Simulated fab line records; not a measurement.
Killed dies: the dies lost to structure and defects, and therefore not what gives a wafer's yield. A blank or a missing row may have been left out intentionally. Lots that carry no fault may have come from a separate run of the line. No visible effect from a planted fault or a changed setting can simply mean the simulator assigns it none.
Comparing a struck lot with a sound one :: flow sky130 :: 19 steps out of a route of 708
Sound: these wafers, L801.3, L801.5, L801.6. Wafers L805.2, L805.4, L805.6 were the ones struck. The cause comes at the end.
Per side, at each step with rows, come the tool, then ch with its chambers, and then its first start. Under that, the readings that differ: sound wafers :: struck wafers :: difference of the means :: sigmas: that difference in standard deviations of wafers without a fault.
alike: a reading whose means differ by less than 2 such deviations, as well as words and numbers matching on both sides. not compared: withheld readings; readings where some wafer has no value; bounds like >300 that might hide an equal value; numbers whose values overlap and for which the record gives no deviation.
Wherever a step has rows on one side only, a row that says differs or no value, or a row with sigmas, the two part there. Non-overlapping numbers with no deviation appear without sigmas and do not part them. A reading that every wafer of one side lacks parts them only if that side has two wafers or more.

first, 6 steps without rows for these wafers: SKY_RES_XHIGH_COAT_02 (resist thk 1140 nm); SKY_RES_XHIGH_SOFTBAKE_03 (time 60 s); SKY_RES_XHIGH_EXPOSE_04 (exposes mask URPM, target cd 1270 nm); SKY_RES_XHIGH_PEB_05; SKY_RES_XHIGH_DEVELOP_06 (develop time 60 s); SKY_RES_XHIGH_IMPLANT_07.
SKY_RES_XHIGH_STRIP_08: strips in O2/N2.
  sound on plasma asher-03 ch 0,1, day 28 14:01; struck on plasma asher-01 ch 1, day 29 20:49
  alike: drypump motor current A, o2 flow sccm, oes product au, strip time to endpoint s
  not compared: rf hours counter h
SKY_RES_XHIGH_TW_MEAS_09:
  struck on film metro-01, day 29 20:56; sound on film metro-03, day 28 14:06
reading: RES_XHIGH_TW
sound: 1634 1632 1627
struck: 1646 1650 1647
difference: +17
sigmas: +2
then, 4 steps without rows for these wafers: SKY_SD_N_DEHYDRATE_00 (time 60 s); SKY_SD_N_HMDS_01 (prime time 60 s); SKY_SD_N_COAT_02 (resist thk 1140 nm); SKY_SD_N_SOFTBAKE_03 (time 60 s).
SKY_SD_N_EXPOSE_04: exposes mask NSDM, target cd 380 nm.
  sound on iline stepper-02 ch 0, day 29 03:34; struck on iline stepper-01 ch 0, day 30 10:05
reading: model.SD_N.overlay x nm (nm)
sound: 0.9244 0.9244 0.9244
struck: 59.55 59.55 59.55
difference: +58.63
sigmas: 
  alike: mask
then, 2 steps without rows for these wafers: SKY_SD_N_PEB_05; SKY_SD_N_DEVELOP_06 (develop time 60 s).
SKY_SD_N_CD_MEAS_07: target cd 380 nm.
  struck on cd sem-02, day 31 00:21; sound on cd sem-02, day 29 18:10
  alike: cd nm
SKY_SD_N_OVL_MEAS_08:
  struck on overlay-02, day 31 00:28; sound on overlay-02, day 29 18:15
reading: SD_N_OVL (nm)
sound: 0.7 1.5 -0.6
struck: 60.7 60.6 61.1
difference: +60.3
sigmas: +43
following that, these wafers have no rows for 1 step: SKY_SD_N_IMPLANT_09.
-- here the record skips 17 days between the struck wafers' starts before and after, leaving off in module SD_N and picking up in module PAD_OPEN (first step shown: number 708 of the route) --
SKY_PAD_OPEN_PROBE_99:
  struck on prober-02, day 48 03:34; sound on prober-01, day 47 04:22
  alike: killed_at_M0_to_M3, killed_at_M4_up, killed at contacts, killed at front end, killed at other, killed dies, killed on rim, killed open, killed short

## WHERE THEY PART
Earliest at SKY_RES_XHIGH_TW_MEAS_09; latest, in this record, at SKY_SD_N_OVL_MEAS_08. Later steps at which nothing parts them and some readings are alike: SKY_PAD_OPEN_PROBE_99.

WHY: the cause the simulator had injected
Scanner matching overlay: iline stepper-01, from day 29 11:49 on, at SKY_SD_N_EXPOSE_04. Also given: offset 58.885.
